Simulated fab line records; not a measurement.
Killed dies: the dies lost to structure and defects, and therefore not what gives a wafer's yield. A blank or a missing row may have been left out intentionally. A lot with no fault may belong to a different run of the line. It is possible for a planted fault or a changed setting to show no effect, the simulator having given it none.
Matching of chambers / flow sky130 / SKY_VIA4_CMP_21 on cmp-02: 4 sister chambers
The step polishes, stops on SiO2, t overpolish 25 s, target thk 0 nm. 8 wafers are shown with their chamber, then 7 later ones without.

## WAFERS, EACH WITH ITS CHAMBER
wafer=L591.2; chamber=3; motor_current_A (A)=12.4; time_to_endpoint_s (s)=126
wafer=L595.2; chamber=0; motor_current_A (A)=11.0; time_to_endpoint_s (s)=114
wafer=L595.3; chamber=3; motor_current_A (A)=12.6; time_to_endpoint_s (s)=122
wafer=L595.6; chamber=1; motor_current_A (A)=10.0; time_to_endpoint_s (s)=117
wafer=L596.2; chamber=0; motor_current_A (A)=11.2; time_to_endpoint_s (s)=115
wafer=L596.4; chamber=1; motor_current_A (A)=10.2; time_to_endpoint_s (s)=120
wafer=L596.6; chamber=2; motor_current_A (A)=11.0; time_to_endpoint_s (s)=120
wafer=L598.3; chamber=2; motor_current_A (A)=11.6; time_to_endpoint_s (s)=117

## WAFERS WHOSE CHAMBER IS MISSING
wafer=L598.5; motor_current_A (A)=10.6; time_to_endpoint_s (s)=118
wafer=L598.6; motor_current_A (A)=12.0; time_to_endpoint_s (s)=125
wafer=L601.2; motor_current_A (A)=10.6; time_to_endpoint_s (s)=123
wafer=L601.3; motor_current_A (A)=12.0; time_to_endpoint_s (s)=121
wafer=L601.6; motor_current_A (A)=12.1; time_to_endpoint_s (s)=125
wafer=L607.2; motor_current_A (A)=10.0; time_to_endpoint_s (s)=121
wafer=L607.6; motor_current_A (A)=11.7; time_to_endpoint_s (s)=127

## EACH ONE'S CHAMBER
wafer=L598.5; from the rows above=can't be placed: 1 or 0 or 2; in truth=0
wafer=L598.6; from the rows above=3; in truth=3
wafer=L601.2; from the rows above=can't be placed: 1 or 2 or 0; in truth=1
wafer=L601.3; from the rows above=can't be placed: 3 or 2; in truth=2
wafer=L601.6; from the rows above=3; in truth=3
wafer=L607.2; from the rows above=1; in truth=1
wafer=L607.6; from the rows above=can't be placed: 3 or 2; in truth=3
Placed correctly: 3 of 7. Can't be placed from these rows: 4 (the true chamber is among the candidates in 4). 0 placed wrongly.
How it was worked out, from the rows above alone: a wafer's distance from a chamber is the root of the sum, over the readings, of the square of ((its reading less the chamber's mean) divided by the reading's scatter). If the next closest chamber is less than 2 further off than the closest, the wafer can't be placed; otherwise it belongs to the closest. For every chamber, the mean is computed from those of its wafers that are shown. The scatter: the root of (the sum of the squares of (reading less its chamber's mean) over the shown wafers, divided by (wafers less chambers)).
